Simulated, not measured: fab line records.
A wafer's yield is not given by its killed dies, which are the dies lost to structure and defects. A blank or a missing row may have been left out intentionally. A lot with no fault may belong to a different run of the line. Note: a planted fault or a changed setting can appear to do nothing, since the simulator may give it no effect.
Which of the tools did it? || flow gf180mcu || Sampling: 6 lots, 18 wafers, 3 of 602 route steps

## WHAT EACH GAUGE READ, for each wafer
GF_VT_IMPLANT_TW_MEAS_32.
{"lot": "L674", "measured": "day 7 14:15", "on": "film_metro-04", "VT_IMPLANT_3_TW": "268.3 269.3 267.8"}
{"lot": "L676", "measured": "day 8 13:23", "on": "film_metro-03", "VT_IMPLANT_3_TW": "264.7 265.6 266.4"}
{"lot": "L680", "measured": "day 9 10:43", "on": "film_metro-03", "VT_IMPLANT_3_TW": "326.6 327.7 326.9"}
{"lot": "L682", "measured": "day 9 21:35", "on": "film_metro-01", "VT_IMPLANT_3_TW": "329.3 328.9 328.4"}
{"lot": "L691", "measured": "day 12 08:00", "on": "film_metro-03", "VT_IMPLANT_3_TW": "265.5 265.4 266.6"}
{"lot": "L693", "measured": "day 12 21:56", "on": "film_metro-04", "VT_IMPLANT_3_TW": "267.0 266.1 266.1"}

## WHAT TOOL EACH LOT RAN ON (gives the tool, then ch and the chambers of the sampled wafers, and finally the start)
{"lot": "L674", "GF_VT_IMPLANT_STRIP_20": "plasma_asher-02 ch 0,1, day 6 23:07", "GF_VT_IMPLANT_IMPLANT_30": "implanter-02 ch 0, day 7 14:02"}
{"lot": "L676", "GF_VT_IMPLANT_STRIP_20": "plasma_asher-02 ch 0,1, day 7 20:00", "GF_VT_IMPLANT_IMPLANT_30": "implanter-01 ch 0, day 8 13:10"}
{"lot": "L680", "GF_VT_IMPLANT_STRIP_20": "plasma_asher-03 ch 0,1, day 8 17:43", "GF_VT_IMPLANT_IMPLANT_30": "implanter-04 ch 0, day 9 10:08"}
{"lot": "L682", "GF_VT_IMPLANT_STRIP_20": "plasma_asher-02 ch 0,1, day 9 03:55", "GF_VT_IMPLANT_IMPLANT_30": "implanter-02 ch 0, day 9 20:56"}
{"lot": "L691", "GF_VT_IMPLANT_STRIP_20": "plasma_asher-03 ch 0,1, day 11 12:43", "GF_VT_IMPLANT_IMPLANT_30": "implanter-02 ch 0, day 12 07:48"}
{"lot": "L693", "GF_VT_IMPLANT_STRIP_20": "plasma_asher-02 ch 0,1, day 12 02:22", "GF_VT_IMPLANT_IMPLANT_30": "implanter-01 ch 0, day 12 21:43"}
- GF_VT_IMPLANT_STRIP_20: strips in O2/N2.
- GF_VT_IMPLANT_IMPLANT_30

## THE ANSWER, worked out from the rows above alone
Rule: what is usual is taken from the lots themselves. The widest of any qualifying gaps counts: lots, ordered by their means at a reading, are off when they make up no more than a third of the lots, leave a main group of 4 or more, and stand apart from it by 3 or more times the standard deviation of that group's means. A main group whose means are all the same, to the digits that the tables above print for the reading, isn't used. Also off: a lot with no number at a reading for which 4 or more lots have one. The other lots that the step has rows for count as sound.
Off: at GF_VT_IMPLANT_TW_MEAS_32 (VT_IMPLANT_3_TW), L680, L682. The main group: mean 266.6, standard deviation 1.1.
If a tool, at a process step before that reading, ran all the lots that are off and no sound lot after the first of them, it fits. Those tools and the gauges at GF_VT_IMPLANT_TW_MEAS_32 are tried in the same way. Not one of the candidates tried fits.

## WHAT HAD BEEN PUT IN BY THE SIMULATOR
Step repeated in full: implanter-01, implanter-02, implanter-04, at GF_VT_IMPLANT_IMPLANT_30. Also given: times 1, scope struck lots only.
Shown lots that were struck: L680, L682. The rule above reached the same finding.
